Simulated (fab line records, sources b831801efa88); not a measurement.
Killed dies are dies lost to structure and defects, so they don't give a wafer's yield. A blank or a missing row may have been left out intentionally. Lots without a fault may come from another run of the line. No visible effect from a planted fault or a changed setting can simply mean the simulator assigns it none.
Check of tool commonality :: flow gf180mcu :: 39 wafers sampled across 13 lots

## THE REASON FOR OPENING IT
At GF_HV_LDD_CD_MEAS_46 the reading cdNm is flagged on 2 of 13 lots. Wafers without a fault read 400.7 nm, standard deviation 2.5.
Rule: a lot is flagged when every wafer of it that has a number lies more than 4 standard deviations from that mean, or none has a number. The rest of the lots are taken to be sound.

lot: L272
measured: day 12 03:08
on: cdSem-01
cdNm (nm), wafer by wafer: 399.5 400.9 401.4
flag: 

lot: L275
measured: day 13 05:45
on: cdSem-01
cdNm (nm), wafer by wafer: 400.4 401.0 400.2
flag: 

lot: L276
measured: day 13 21:32
on: cdSem-02
cdNm (nm), wafer by wafer: 397.6 396.9 398.6
flag: 

lot: L278
measured: day 14 09:01
on: cdSem-02
cdNm (nm), wafer by wafer: 401.0 402.2 402.9
flag: 

lot: L277
measured: day 14 09:45
on: cdSem-02
cdNm (nm), wafer by wafer: 403.5 401.8 402.2
flag: 

lot: L279
measured: day 14 19:11
on: cdSem-02
cdNm (nm), wafer by wafer: 403.1 400.9 400.7
flag: 

lot: L280
measured: day 15 02:13
on: cdSem-02
cdNm (nm), wafer by wafer: 398.5 400.5 401.3
flag: 

lot: L282
measured: day 15 18:07
on: cdSem-02
cdNm (nm), wafer by wafer: 403.6 401.0 404.3
flag: 

lot: L286
measured: day 17 00:02
on: cdSem-01
cdNm (nm), wafer by wafer: 367.6 367.6 367.9
flag: FLAGGED

lot: L288
measured: day 17 15:04
on: cdSem-01
cdNm (nm), wafer by wafer: 367.8 368.6 367.5
flag: FLAGGED

lot: L292
measured: day 18 23:58
on: cdSem-02
cdNm (nm), wafer by wafer: 397.3 398.5 398.6
flag: 

lot: L293
measured: day 19 09:29
on: cdSem-01
cdNm (nm), wafer by wafer: 404.9 404.3 405.9
flag: 

lot: L294
measured: day 19 17:20
on: cdSem-01
cdNm (nm), wafer by wafer: 398.1 398.2 400.4
flag: 
The numbers of the flagged lots are 367.8 nm on average: -32.9 nm against the usual, or -13 standard deviations.

## WHICH TOOL EACH LOT WENT THROUGH
The record holds 2 process steps before the reading, out of a route of 602 steps. In each cell: the tool, then ch and the chambers that the sampled wafers went through, then the start.
lot: L272
flag: 
GF_HV_LDD_STRIP_10: plasmaAsher-02 ch 0,1, day 9 18:58
GF_HV_LDD_EXPOSE_43: ilineStepper-01 ch 0, day 11 17:32

lot: L275
flag: 
GF_HV_LDD_STRIP_10: plasmaAsher-01 ch 0,1, day 10 18:36
GF_HV_LDD_EXPOSE_43: ilineStepper-02 ch 0, day 12 20:00

lot: L276
flag: 
GF_HV_LDD_STRIP_10: plasmaAsher-02 ch 1, day 11 09:07
GF_HV_LDD_EXPOSE_43: ilineStepper-01 ch 0, day 13 11:11

lot: L278
flag: 
GF_HV_LDD_STRIP_10: plasmaAsher-01 ch 0,1, day 11 19:58
GF_HV_LDD_EXPOSE_43: ilineStepper-01 ch 0, day 13 22:44

lot: L277
flag: 
GF_HV_LDD_STRIP_10: plasmaAsher-01 ch 0,1, day 11 20:42
GF_HV_LDD_EXPOSE_43: ilineStepper-02 ch 0, day 13 23:35

lot: L279
flag: 
GF_HV_LDD_STRIP_10: plasmaAsher-03 ch 0,1, day 12 04:18
GF_HV_LDD_EXPOSE_43: ilineStepper-02 ch 0, day 14 08:26

lot: L280
flag: 
GF_HV_LDD_STRIP_10: plasmaAsher-02 ch 0,1, day 12 12:12
GF_HV_LDD_EXPOSE_43: ilineStepper-02 ch 0, day 14 15:49

lot: L282
flag: 
GF_HV_LDD_STRIP_10: plasmaAsher-01 ch 0,1, day 13 02:17
GF_HV_LDD_EXPOSE_43: ilineStepper-02 ch 0, day 15 07:04

lot: L286
flag: FLAGGED
GF_HV_LDD_STRIP_10: plasmaAsher-03 ch 0,1, day 14 06:46
GF_HV_LDD_EXPOSE_43: ilineStepper-02 ch 0, day 16 13:37

lot: L288
flag: FLAGGED
GF_HV_LDD_STRIP_10: plasmaAsher-01 ch 0,1, day 14 19:49
GF_HV_LDD_EXPOSE_43: ilineStepper-02 ch 0, day 17 03:56

lot: L292
flag: 
GF_HV_LDD_STRIP_10: plasmaAsher-03 ch 0,1, day 16 01:51
GF_HV_LDD_EXPOSE_43: ilineStepper-01 ch 0, day 18 12:01

lot: L293
flag: 
GF_HV_LDD_STRIP_10: plasmaAsher-03 ch 1, day 16 10:11
GF_HV_LDD_EXPOSE_43: ilineStepper-01 ch 0, day 18 21:59

lot: L294
flag: 
GF_HV_LDD_STRIP_10: plasmaAsher-02 ch 0,1, day 16 18:44
GF_HV_LDD_EXPOSE_43: ilineStepper-01 ch 0, day 19 05:18
What is done by these steps:
- GF_HV_LDD_STRIP_10: strips in O2/N2.
- GF_HV_LDD_EXPOSE_43: exposes mask Pplus HV AREA, target cd 400 nm.
- GF_HV_LDD_CD_MEAS_46: target cd 400 nm.

## FLAGGED AGAINST TOTAL, ONE TOOL AT A TIME (gauges that did the reading follow at the end)
step: GF_HV_LDD_STRIP_10
tool: plasmaAsher-01
lots run: 5
flagged: 1
share of the flagged lots: some
sound lots run after its first flagged lot: 0

step: GF_HV_LDD_STRIP_10
tool: plasmaAsher-02
lots run: 4
flagged: 0
share of the flagged lots: none
sound lots run after its first flagged lot: -

step: GF_HV_LDD_STRIP_10
tool: plasmaAsher-03
lots run: 4
flagged: 1
share of the flagged lots: some
sound lots run after its first flagged lot: 2 (L292,L293)

step: GF_HV_LDD_EXPOSE_43
tool: ilineStepper-01
lots run: 6
flagged: 0
share of the flagged lots: none
sound lots run after its first flagged lot: -

step: GF_HV_LDD_EXPOSE_43
tool: ilineStepper-02
lots run: 7
flagged: 2
share of the flagged lots: all
sound lots run after its first flagged lot: 0

step: GF_HV_LDD_CD_MEAS_46
tool: cdSem-01
lots run: 6
flagged: 2
share of the flagged lots: all
sound lots run after its first flagged lot: 2 (L293,L294)

step: GF_HV_LDD_CD_MEAS_46
tool: cdSem-02
lots run: 7
flagged: 0
share of the flagged lots: none
sound lots run after its first flagged lot: -

## THE TABLE: WHAT IT ALLOWS
Table rows that saw every flagged lot: 2, namely ilineStepper-02 at GF_HV_LDD_EXPOSE_43 and cdSem-01 at GF_HV_LDD_CD_MEAS_46.
- ilineStepper-02 at GF_HV_LDD_EXPOSE_43 ran 7 lots, 2 of them flagged. Its last sound lot is L282 (day 15 07:04), its first flagged lot L286 (day 16 13:37): a fault that began between those two fits. Its own readings lie more than 4 standard deviations out on every wafer of the flagged lots: exposureDoseMJCm2.
- cdSem-01 at GF_HV_LDD_CD_MEAS_46 ran 6 lots, 2 of them flagged. Sound lots ran on it after the first flagged one (L293, L294), which a lasting fault on the whole tool wouldn't allow.
Just one tool remains: ilineStepper-02 at GF_HV_LDD_EXPOSE_43.

## WHAT THE SIMULATOR HAD PUT IN
Drift in process parameters on ilineStepper-02 at GF_HV_LDD_EXPOSE_43, starting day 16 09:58. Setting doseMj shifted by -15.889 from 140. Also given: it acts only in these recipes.
Lots struck among those shown: L286, L288. The rule above found the same.
